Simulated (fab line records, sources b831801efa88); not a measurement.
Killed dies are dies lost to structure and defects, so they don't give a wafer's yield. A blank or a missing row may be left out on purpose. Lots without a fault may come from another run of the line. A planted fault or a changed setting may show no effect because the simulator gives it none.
fab line records | flow gf180mcu
record lots=7 wafers=21 last_day=34
route steps=602 shown HV_LDD@200
lots that met no fault: from a run of the same line without faults
start_h: hours from the record's first day to the start of the lot's first wafer shown | wait_h: hours since the lot's step before | " the same as in the row above | L1.1+2: a row that stands for several wafers | - no value, or no start given | * or withheld: withheld | < > ~ a bound
route shown NAME@n: a module of which the file shows steps, and the number in the route of the first | usual: mean/standard deviation of fault-free wafers | same: alike in all rows | chamber/n: place in a boat | sites: the reading at each site | _std_site: their standard deviation | _edge_site: outer sites' mean less inner sites' | radius_mm: how far each site lies from the wafer's centre | mask NAME#n: copy n | behind: the tool/chamber that last shaped the wafer | hold: why the lot was held/for how many hours/how that ended | device: the transistor (n, p or np) that didn't switch | end of line: the same wafers' tests at the end of the route | a step without rows: its recipe alone | killed: dies lost to structure and defects at the first sort, not the wafer's yield | map: a wafer's dies, x killed, . not, _ none there
set.NAME: the setting as run; set.NAME@STEP: as run at that earlier step | model.NAME: the simulator's own value behind a step, which no gauge read
lots at some steps of the route; a table a step, a row a wafer
services: from which hour (start_h, from the record's first day; less than 0 if before it) a tool's chamber was out of use, for how many hours, and why
## steps
# step GF_HV_LDD_DEHYDRATE_24
# recipe temp_c=200 time_s=60
# step GF_HV_LDD_HMDS_25
# recipe prime_time_s=60 prime_temp_c=120
# step GF_HV_LDD_COAT_26
# recipe resist=NOVOLAK spin_rpm=3000 resist_thk_nm=1000
# step GF_HV_LDD_SOFTBAKE_27
# recipe temp_c=90 time_s=60 resist=NOVOLAK
# step GF_HV_LDD_EXPOSE_28
# recipe mask_id=Nplus_HV_AREA target_cd_nm=400 na=0.6 source_shape=conventional sigma_outer=0.6 dose_mj=140
# step GF_HV_LDD_PEB_29
# recipe temp_c=withheld time_s=* resist=NOVOLAK
# step GF_HV_LDD_DEVELOP_30
# recipe develop_time_s=60 dev_temp_c=23
# step GF_HV_LDD_CD_MEAS_31
# recipe target_cd_nm=400
# usual cd_nm=399.9/1.9
# columns lot.wafer tool chamber start_h wait_h cd_nm
L448.2 cd_sem-02 - 258.66 0.1 402.3
L448.3 " - " " 403.7
L448.4 " - " " 401.7
L456.1 cd_sem-01 - 326.59 0.1 400.2
L456.4 " - " " 397.7
L456.5 " - " " 398.9
L464.2 cd_sem-02 - 389.64 0.1 400.6
L464.4 " - " " 401.5
L464.6 " - " " 400.5
L465.1 cd_sem-01 - 392.53 0.1 403.0
L465.4 " - " " 402.6
L465.6 " - " " 404.0
L466.3 cd_sem-01 - 403.83 0.1 399.2
L466.5 " - " " 398.3
L466.6 " - " " 396.6
L469.1 cd_sem-02 - 429.07 0.1 400.4
L469.5 " - " " 400.6
L469.6 " - " " 401.5
L470.3 cd_sem-02 - 430.71 0.1 399.0
L470.4 " - " " 397.3
L470.6 " - " " 397.7
# step GF_HV_LDD_OVL_MEAS_32
# usual HV_LDD_02_OVL=1.2/1.5
# columns lot.wafer tool chamber start_h wait_h HV_LDD_02_OVL[nm]
L448.2 overlay-01 - 258.77 0.1 -0.3
L448.3 " - " " 0.0
L448.4 " - " " 0.5
L456.1 overlay-01 - 326.71 0.1 -0.4
L456.4 " - " " 3.0
L456.5 " - " " 1.9
L464.2 overlay-02 - 389.75 0.1 -0.7
L464.4 " - " " 0.0
L464.6 " - " " -1.1
L465.1 overlay-01 - 392.65 0.1 0.8
L465.4 " - " " 2.8
L465.6 " - " " -0.1
L466.3 overlay-01 - 403.92 0.1 2.1
L466.5 " - " " 4.0
L466.6 " - " " 3.3
L469.1 overlay-02 - 429.19 0.1 -1.2
L469.5 " - " " 0.2
L469.6 " - " " 0.9
L470.3 overlay-01 - 430.81 0.1 1.7
L470.4 " - " " 2.0
L470.6 " - " " 2.3
# step GF_HV_LDD_IMPLANT_33
# recipe species=P energy_kev=60 dose_cm2=7.5e+12 tilt_deg=30 rotation_deg=0
# step GF_HV_LDD_IMPLANT_34
# recipe species=P energy_kev=60 dose_cm2=7.5e+12 tilt_deg=30 rotation_deg=90
# step GF_HV_LDD_IMPLANT_35
# recipe species=P energy_kev=60 dose_cm2=7.5e+12 tilt_deg=30 rotation_deg=180
# step GF_HV_LDD_IMPLANT_36
# recipe species=P energy_kev=60 dose_cm2=7.5e+12 tilt_deg=30 rotation_deg=270
# usual beam_energy_keV=60.003/0.018 beam_on_s=10.02/0.19 implant_ion_amu=31/0
# columns lot.wafer tool chamber start_h wait_h beam_energy_keV beam_on_s implant_ion_amu
L448.2 implanter-01 0 259.27 0.1 60.004 10.00 31
L448.3 " 0 " " 60.012 10.04 31
L448.4 " 0 " " 60.014 10.15 31
L456.1 implanter-04 0 327.20 0.1 60.022 9.95 31
L456.4 " 0 " " 59.999 9.95 31
L456.5 " 0 " " 59.996 10.05 31
L464.2 implanter-03 - 390.26 0.1 - - -
L464.4 " - " " - - -
L464.6 " - " " - - -
L465.1 implanter-04 - 393.13 0.1 - - -
L465.4 " - " " - - -
L465.6 " - " " - - -
L466.3 implanter-04 - 404.44 0.1 - - -
L466.5 " - " " - - -
L466.6 " - " " - - -
L469.1 implanter-04 0 429.68 0.1 59.974 10.02 31
L469.5 " 0 " " 60.000 9.76 31
L469.6 " 0 " " 59.983 10.05 31
L470.3 implanter-03 0 431.33 0.1 59.997 9.82 31
L470.4 " 0 " " 60.036 10.02 31
L470.6 " 0 " " 60.046 9.96 31
# step GF_HV_LDD_STRIP_37
# recipe chemistry=O2/N2 power_w=1400 pressure_mtorr=1500 platen_temp_c=250 o2_flow_sccm=3000 n2_flow_sccm=300 overash_fraction=0.5
# usual drypump_motor_current_A=5.7/0.49 heater_power_w=338/48 n2_flow_sccm=300.0/0.81 oes_product_au=0.716/0.0044 strip_time_to_endpoint_s=12.64/0.04
# columns lot.wafer tool chamber start_h wait_h drypump_motor_current_A heater_power_w n2_flow_sccm oes_product_au rf_hours_counter_h strip_time_to_endpoint_s
L448.2 plasma_asher-03 1 259.40 0.1 4.9 318 301.2 0.716 11 12.68
L448.3 " 1 " " 4.9 333 300.5 0.718 - 12.69
L448.4 " 0 " " 5.7 315 300.0 0.712 - 12.70
L456.1 plasma_asher-02 0 327.35 0.1 5.3 312 301.2 0.714 74 12.63
L456.4 " 1 " " 6.3 415 301.8 0.719 - 12.62
L456.5 " 1 " " 6.3 414 299.7 0.726 - 12.59
L464.2 plasma_asher-04 1 390.38 0.1 6.1 393 301.0 0.712 61 12.64
L464.4 " 0 " " 6.0 282 301.3 0.720 - 12.68
L464.6 " 0 " " 6.0 274 301.5 0.711 - 12.60
L465.1 plasma_asher-03 1 393.28 0.1 4.8 335 299.9 0.718 25 12.69
L465.4 " 0 " " 5.7 302 301.0 0.723 - 12.69
L465.6 " 0 " " 5.7 296 299.8 0.720 - 12.63
L466.3 plasma_asher-03 0 404.58 0.1 5.7 309 299.7 0.714 - 12.73
L466.5 " 0 " " 5.7 309 299.9 0.719 - 12.68
L466.6 " 1 " " 4.8 331 300.1 0.711 - 12.73
L469.1 plasma_asher-03 0 429.84 0.1 5.7 305 298.8 0.722 29 12.71
L469.5 " 0 " " 5.7 311 300.2 0.721 - 12.70
L469.6 " 1 " " 4.9 325 300.9 0.723 - 12.68
L470.3 plasma_asher-02 1 431.46 0.1 6.3 427 300.6 0.716 - 12.60
L470.4 " 0 " " 5.4 300 299.7 0.720 - 12.62
L470.6 " 1 " " 6.3 432 300.2 0.718 - 12.63
# step GF_HV_LDD_TW_MEAS_38
# usual HV_LDD_3_TW=1427/15
# columns lot.wafer tool chamber start_h wait_h hold HV_LDD_3_TW
L448.2 film_metro-04 - 259.51 0.1 - 1431
L448.3 " - " " - 1434
L448.4 " - " " - 1434
L456.1 film_metro-04 - 327.45 0.1 - 1425
L456.4 " - " " - 1423
L456.5 " - " " - 1425
L464.2 film_metro-01 - 390.49 0.1 await_dispo/0.2h/release 1322
L464.4 " - " " await_dispo/0.2h/release 1323
L464.6 " - " " await_dispo/0.2h/release 1326
L464.2 film_metro-01 - 390.72 0.2 - 1321
L464.4 " - " " - 1327
L464.6 " - " " - 1317
L465.1 film_metro-04 - 393.38 0.1 await_dispo/0.2h/release 1306
L465.4 " - " " await_dispo/0.2h/release 1303
L465.6 " - " " await_dispo/0.2h/release 1306
L465.1 film_metro-04 - 393.61 0.2 - 1303
L465.4 " - " " - 1296
L465.6 " - " " - 1300
L466.3 film_metro-03 - 404.66 0.1 await_dispo/0.2h/release 1295
L466.5 " - " " await_dispo/0.2h/release 1286
L466.6 " - " " await_dispo/0.2h/release 1283
L466.3 film_metro-03 - 404.89 0.2 - 1293
L466.5 " - " " - 1289
L466.6 " - " " - 1293
L469.1 film_metro-04 - 429.94 0.1 - 1432
L469.5 " - " " - 1430
L469.6 " - " " - 1429
L470.3 film_metro-03 - 431.55 0.1 - 1424
L470.4 " - " " - 1413
L470.6 " - " " - 1420
# step GF_HV_LDD_HMDS_40
# recipe prime_time_s=60 prime_temp_c=120
# step GF_HV_LDD_COAT_41
# recipe resist=NOVOLAK spin_rpm=3000 resist_thk_nm=1000
# step GF_HV_LDD_SOFTBAKE_42
# recipe temp_c=90 time_s=60 resist=NOVOLAK
# step GF_HV_LDD_EXPOSE_43
# recipe mask_id=Pplus_HV_AREA target_cd_nm=400 na=0.6 source_shape=conventional sigma_outer=0.6 dose_mj=140
# step GF_HV_LDD_PEB_44
# recipe temp_c=withheld time_s=* resist=NOVOLAK
# step GF_HV_LDD_DEVELOP_45
# recipe develop_time_s=60 dev_temp_c=23
# step GF_HV_LDD_CD_MEAS_46
# recipe target_cd_nm=400
# usual cd_nm=399.6/2
# columns lot.wafer tool chamber start_h wait_h cd_nm
L448.2 cd_sem-02 - 279.16 0.1 400.3
L448.3 " - " " 402.1
L448.4 " - " " 400.0
L456.1 cd_sem-01 - 348.63 0.1 396.6
L456.4 " - " " 396.9
L456.5 " - " " 395.7
L464.2 cd_sem-01 - 413.31 0.1 400.6
L464.4 " - " " 399.6
L464.6 " - " " 400.0
L465.1 cd_sem-02 - 417.07 0.1 401.4
L465.4 " - " " 399.9
L465.6 " - " " 401.6
L466.3 cd_sem-01 - 428.18 0.1 401.8
L466.5 " - " " 401.5
L466.6 " - " " 402.4
L469.1 cd_sem-01 - 454.02 0.1 397.0
L469.5 " - " " 396.3
L469.6 " - " " 397.0
L470.3 cd_sem-01 - 455.73 0.1 397.5
L470.4 " - " " 397.1
L470.6 " - " " 397.2
# step GF_HV_LDD_OVL_MEAS_47
# usual HV_LDD_03_OVL=-0.2/1.4
# columns lot.wafer tool chamber start_h wait_h HV_LDD_03_OVL[nm]
L448.2 overlay-01 - 279.27 0.1 -1.2
L448.3 " - " " 0.2
L448.4 " - " " -2.4
L456.1 overlay-01 - 348.75 0.1 2.1
L456.4 " - " " 2.3
L456.5 " - " " -0.8
L464.2 overlay-01 - 413.41 0.1 -0.2
L464.4 " - " " -0.7
L464.6 " - " " -0.1
L465.1 overlay-02 - 417.19 0.1 0.2
L465.4 " - " " -0.2
L465.6 " - " " 0.0
L466.3 overlay-02 - 428.27 0.1 -0.6
L466.5 " - " " -0.8
L466.6 " - " " -0.2
L469.1 overlay-01 - 454.14 0.1 1.7
L469.5 " - " " 2.2
L469.6 " - " " 1.4
L470.3 overlay-01 - 455.82 0.1 -0.6
L470.4 " - " " 0.2
L470.6 " - " " -1.0
# step GF_HV_LDD_IMPLANT_48
# recipe species=B energy_kev=25 dose_cm2=3e+13 tilt_deg=7
# step GF_HV_LDD_STRIP_49
# recipe chemistry=O2/N2 power_w=1400 pressure_mtorr=1500 platen_temp_c=250 o2_flow_sccm=3000 n2_flow_sccm=300 overash_fraction=0.5
# usual drypump_motor_current_A=5.8/0.44 heater_power_w=335/51 n2_flow_sccm=299.9/0.99 oes_product_au=0.716/0.0044 strip_time_to_endpoint_s=12.63/0.037
# columns lot.wafer tool chamber start_h wait_h drypump_motor_current_A heater_power_w n2_flow_sccm oes_product_au rf_hours_counter_h strip_time_to_endpoint_s
L448.2 plasma_asher-03 0 279.45 0.1 5.7 315 301.0 0.715 13 12.56
L448.3 " 0 " " 5.7 315 300.6 0.711 - 12.58
L448.4 " 1 " " 4.9 328 300.3 0.715 - 12.57
L456.1 plasma_asher-04 1 348.93 0.1 6.1 382 297.9 0.715 57 12.68
L456.4 " 1 " " 6.1 381 301.1 0.711 - 12.64
L456.5 " 0 " " 5.9 268 301.3 0.719 - 12.64
L464.2 plasma_asher-04 0 413.59 0.1 6.0 278 300.1 0.719 63 12.65
L464.4 " 0 " " 5.9 280 298.7 0.723 - 12.66
L464.6 " 0 " " 6.0 281 299.4 0.716 - 12.64
L465.1 plasma_asher-03 1 417.38 0.1 4.8 324 301.0 0.710 27 12.65
L465.4 " 0 " " 5.7 316 300.0 0.729 - 12.61
L465.6 " 0 " " 5.7 316 299.6 0.721 - 12.62
L466.3 plasma_asher-04 1 428.48 0.1 6.0 395 300.9 0.715 - 12.65
L466.5 " 1 " " 6.1 390 300.0 0.716 - 12.63
L466.6 " 0 " " 5.9 277 299.4 0.710 - 12.60
L469.1 plasma_asher-02 1 454.33 0.1 6.3 426 299.7 0.717 2 12.68
L469.5 " 1 " " 6.3 422 299.6 0.712 - 12.65
L469.6 " 0 " " 5.4 298 300.7 0.710 - 12.68
L470.3 plasma_asher-04 1 456.03 0.1 6.0 386 300.1 0.713 - 12.61
L470.4 " 0 " " 5.9 273 299.9 0.712 - 12.60
L470.6 " 1 " " 6.0 386 299.2 0.721 - 12.59
# step GF_HV_LDD_TW_MEAS_50
# usual HV_LDD_4_TW=566/6.9
# columns lot.wafer tool chamber start_h wait_h HV_LDD_4_TW
L448.2 film_metro-04 - 279.56 0.1 559
L448.3 " - " " 563
L448.4 " - " " 563
L456.1 film_metro-03 - 349.03 0.1 556
L456.4 " - " " 554
L456.5 " - " " 558
L464.2 film_metro-03 - 413.70 0.1 564
L464.4 " - " " 560
L464.6 " - " " 562
L465.1 film_metro-04 - 417.48 0.1 568
L465.4 " - " " 564
L465.6 " - " " 571
L466.3 film_metro-03 - 428.56 0.1 561
L466.5 " - " " 564
L466.6 " - " " 564
L469.1 film_metro-03 - 454.43 0.1 555
L469.5 " - " " 556
L469.6 " - " " 555
L470.3 film_metro-03 - 456.11 0.1 561
L470.4 " - " " 560
L470.6 " - " " 565
# step GF_HV_LDD_CLEAN_51
# recipe chemistry=SC1/SC2 mix=1:4:20 temp_c=70 time_s=150 dry=n2_spin
# step GF_HV_LDD_RTA_52
# recipe temp_c=1000 time_s=10 ambient=N2
# usual lamp_power_pct=34.9/0.65 wafer_temp_C_max=1004.3/1.2
# columns lot.wafer tool chamber start_h wait_h lamp_power_pct wafer_temp_C_max
L448.2 rtp_anneal-02 0 279.67 0.0 35.5 1003.6
L448.3 " 0 " " 35.5 1003.3
L448.4 " 0 " " 35.5 1007.2
L456.1 rtp_anneal-01 0 349.14 0.0 34.2 1003.5
L456.4 " 0 " " 34.2 1004.8
L456.5 " 0 " " 34.2 1003.5
L464.2 rtp_anneal-02 0 413.82 0.0 35.5 1005.6
L464.4 " 0 " " 35.5 1005.3
L464.6 " 0 " " 35.5 1005.7
L465.1 rtp_anneal-01 0 417.60 0.0 34.2 1003.6
L465.4 " 0 " " 34.2 1003.2
L465.6 " 0 " " 34.2 1003.9
L466.3 rtp_anneal-01 0 428.68 0.0 34.2 1004.4
L466.5 " 0 " " 34.2 1003.6
L466.6 " 0 " " 34.1 1002.1
L469.1 rtp_anneal-02 0 454.54 0.0 35.5 1004.5
L469.5 " 0 " " 35.4 1005.1
L469.6 " 0 " " 35.5 1006.0
L470.3 rtp_anneal-02 0 456.23 0.0 35.6 1004.8
L470.4 " 0 " " 35.5 1004.5
L470.6 " 0 " " 35.5 1005.6
# step GF_HV_LDD_RS_MEAS_53
# recipe thk_meas_gauge=four-point-probe
# usual HV_LDD_RS=418.2/1.1
# columns lot.wafer tool chamber start_h wait_h hold HV_LDD_RS[ohm/sq]
L448.2 film_metro-01 - 279.75 0.1 - 416.9
L448.3 " - " " - 418.5
L448.4 " - " " - 417.3
L456.1 film_metro-01 - 349.21 0.1 - 417.5
L456.4 " - " " - 417.8
L456.5 " - " " - 416.7
L464.2 film_metro-03 - 413.90 0.1 await_dispo/0.2h/release 440.5
L464.4 " - " " await_dispo/0.2h/release 440.2
L464.6 " - " " await_dispo/0.2h/release 440.8
L464.2 film_metro-03 - 414.19 0.3 - 440.9
L464.4 " - " " - 441.1
L464.6 " - " " - 441.0
L465.1 film_metro-01 - 417.66 0.1 await_dispo/0.2h/release 439.7
L465.4 " - " " await_dispo/0.2h/release 438.9
L465.6 " - " " await_dispo/0.2h/release 439.1
L465.1 film_metro-01 - 417.95 0.3 - 439.2
L465.4 " - " " - 439.6
L465.6 " - " " - 439.6
L466.3 film_metro-03 - 428.76 0.1 await_dispo/0.2h/release 438.0
L466.5 " - " " await_dispo/0.2h/release 439.5
L466.6 " - " " await_dispo/0.2h/release 438.2
L466.3 film_metro-03 - 429.05 0.3 - 437.5
L466.5 " - " " - 438.2
L466.6 " - " " - 438.0
L469.1 film_metro-01 - 454.61 0.1 - 416.0
L469.5 " - " " - 416.4
L469.6 " - " " - 415.2
L470.3 film_metro-01 - 456.31 0.1 - 418.7
L470.4 " - " " - 417.3
L470.6 " - " " - 418.0
## services
# columns tool chamber start_h hours kind
implanter-01 - 239.25 5.1 pm
plasma_asher-02 - 304.29 7.7 repair
implanter-03 - 317.24 4.3 repair
plasma_asher-03 - 347.91 2.8 pm
implanter-01 - 358.43 18.4 pm
plasma_asher-03 - 369.06 0.9 repair
implanter-04 - 369.92 4.4 pm
implanter-04 - 378.10 2.3 repair
plasma_asher-03 - 399.25 2.2 repair
plasma_asher-02 - 421.25 9.0 pm
plasma_asher-02 0 421.25 9.0 vent_cycle
plasma_asher-02 1 421.25 9.0 vent_cycle
plasma_asher-02 0 430.25 - clean
plasma_asher-02 1 430.25 - clean
implanter-03 - 432.69 4.6 pm
implanter-03 - 441.21 3.1 repair
implanter-03 - 449.45 3.2 repair
## key
first_sign step=GF_HV_LDD_IMPLANT_36 reading=tool_record direction=missing
effect step=GF_HV_LDD_TW_MEAS_38 reading=visit direction=added
effect step=GF_HV_LDD_TW_MEAS_38 reading=HV_LDD_3_TW direction=down sigmas=8.2 usual=1427 struck=1306
effect step=GF_HV_LDD_RS_MEAS_53 reading=visit direction=added
effect step=GF_HV_LDD_RS_MEAS_53 reading=HV_LDD_RS direction=up sigmas=20 usual=418.2 struck=439.4
met_at GF_HV_LDD_IMPLANT_36
struck_wafers L464.2,L464.4,L464.6,L465.1,L465.4,L465.6,L466.3,L466.5,L466.6
later_rows_left_out L464.2,L464.4,L464.6,L465.1,L465.4,L465.6,L466.3,L466.5,L466.6
sort_left_out L464.2,L464.4,L464.6,L465.1,L465.4,L465.6,L466.3,L466.5,L466.6
tester_left_out L464,L465,L466
onset_between 327.20 390.26
fault kind=skipped_step_whole tool=implanter-03,implanter-04 chamber=- onset_h=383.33 steps=GF_HV_LDD_IMPLANT_36 scope=struck_lots_only
# tester_left_out: of these lots the tester's yield and bins aren't shown, on N5 and GAA mostly nor the transistor test; their killed dies are dies lost to structure and defects alone, not to doping, threshold or leakage, so they don't give the yield
# sort_left_out: the simulated sort isn't trusted on such a fault, so these wafers' sort isn't shown, and their yield isn't known
# later_rows_left_out: the simulator's readings of these wafers behind a module that went badly wrong aren't trusted and aren't shown, but for the sort
